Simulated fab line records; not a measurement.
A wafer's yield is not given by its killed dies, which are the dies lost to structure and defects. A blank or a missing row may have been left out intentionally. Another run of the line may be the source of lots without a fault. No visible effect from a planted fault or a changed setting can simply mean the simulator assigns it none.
Struck lot and sound lot, side by side || flow sky130 || 19 steps out of a route of 708
Sound: the wafers L664.2, L664.3, L664.5. Wafers L673.2, L673.3, L673.5 were the ones struck. The cause is named last.
Per side, at each step with rows, come the tool, then ch with its chambers, and then its first start. Under that, the readings that differ: sound wafers || struck wafers || difference of the means || sigmas: that difference in standard deviations of wafers without a fault.
alike: readings whose means differ by less than 2 such deviations, and words and numbers that are the same on both sides. not compared: withheld readings, readings that some wafer has no value for, bounds like >300 that may hide the same value, and numbers for which the record gives no deviation and whose values overlap.
The two part at a step that has a row with sigmas, a row that says differs or no value, or rows on one side only. Non-overlapping numbers with no deviation appear without sigmas and do not part them. A reading missing from all wafers of one side parts the sides only when that side holds two or more wafers.

first, 1 step without rows for these wafers: SKY_LDD_HVP_IMPLANT_08.
SKY_LDD_HVP_STRIP_09: strips in O2/N2.
  sound on plasma_asher-03 ch 0,1, day 24 13:55; struck on plasma_asher-01 ch 1, day 27 12:47
  alike: drypump_motor_current_A, o2_flow_sccm, oes_product_au, strip_time_to_endpoint_s
  not compared: rf_hours_counter_h
SKY_LDD_HVP_TW_MEAS_10:
  sound on film_metro-03, day 24 14:01; struck on film_metro-03, day 27 12:53
  alike: LDD_HVP_TW
then, 7 steps without rows for these wafers: SKY_LDD_LDN_DEHYDRATE_00 (time 60 s); SKY_LDD_LDN_HMDS_01 (prime time 60 s); SKY_LDD_LDN_COAT_02 (resist thk 1140 nm); SKY_LDD_LDN_SOFTBAKE_03 (time 60 s); SKY_LDD_LDN_EXPOSE_04 (exposes mask LDNTM, target cd 700 nm); SKY_LDD_LDN_PEB_05; SKY_LDD_LDN_DEVELOP_06 (develop time 60 s).
SKY_LDD_LDN_OVL_MEAS_07:
  sound on overlay-01, day 25 20:28; struck on overlay-02, day 28 17:16
  alike: LDD_LDN_OVL
then, 1 step without rows for these wafers: SKY_LDD_LDN_IMPLANT_08.
SKY_LDD_LDN_IMPLANT_09:
  sound on implanter-02 ch 0, day 25 20:40; struck on implanter-04 ch 0, day 28 17:47
  alike: faraday_current_uA
then, 2 steps without rows for these wafers: SKY_LDD_LDN_IMPLANT_10; SKY_LDD_LDN_IMPLANT_11.
SKY_LDD_LDN_STRIP_12: strips in O2/N2.
  sound on plasma_asher-03 ch 0,1, day 25 21:06; struck on plasma_asher-04 ch 0,1, day 28 18:13
  alike: drypump_motor_current_A, o2_flow_sccm, oes_product_au, strip_time_to_endpoint_s
  not compared: rf_hours_counter_h
SKY_LDD_LDN_TW_MEAS_13:
  sound on film_metro-02, day 25 21:13; struck on film_metro-03, day 28 18:20
{"reading": "LDD_LDN_TW", "sound": "1488 1495 1497", "struck": "1588 1595 1585", "difference": "+96", "sigmas": "+8"}
then, 1 step without rows for these wafers: SKY_LDD_LDN_CLEAN_14 (cleans in SC1/SC2, time 150 s).
-- record jumps: 21 days separate the struck wafers' starts on either side; left off in module LDD_LDN, taken up again in module PAD_OPEN, whose first shown step is the route's number 708 --
SKY_PAD_OPEN_PROBE_99:
  sound on prober-01, day 48 00:49; struck on prober-01, day 49 20:38
{"reading": "model.etest.tip_sonos.rs_ohm_sq", "sound": "2704 2744 2758", "struck": "2284 2300 2289", "difference": -444, "sigmas": ""}
  alike: killed_at_M0_to_M3, killed_at_M4_up, killed_at_contacts, killed_at_front_end, killed_at_other, killed_dies, killed_open, killed_short

## WHERE THEY PART
Only at SKY_LDD_LDN_TW_MEAS_13, as far as this record shows. Later steps at which nothing parts them and some readings are alike: SKY_PAD_OPEN_PROBE_99.

WHY: what had been put in by the simulator
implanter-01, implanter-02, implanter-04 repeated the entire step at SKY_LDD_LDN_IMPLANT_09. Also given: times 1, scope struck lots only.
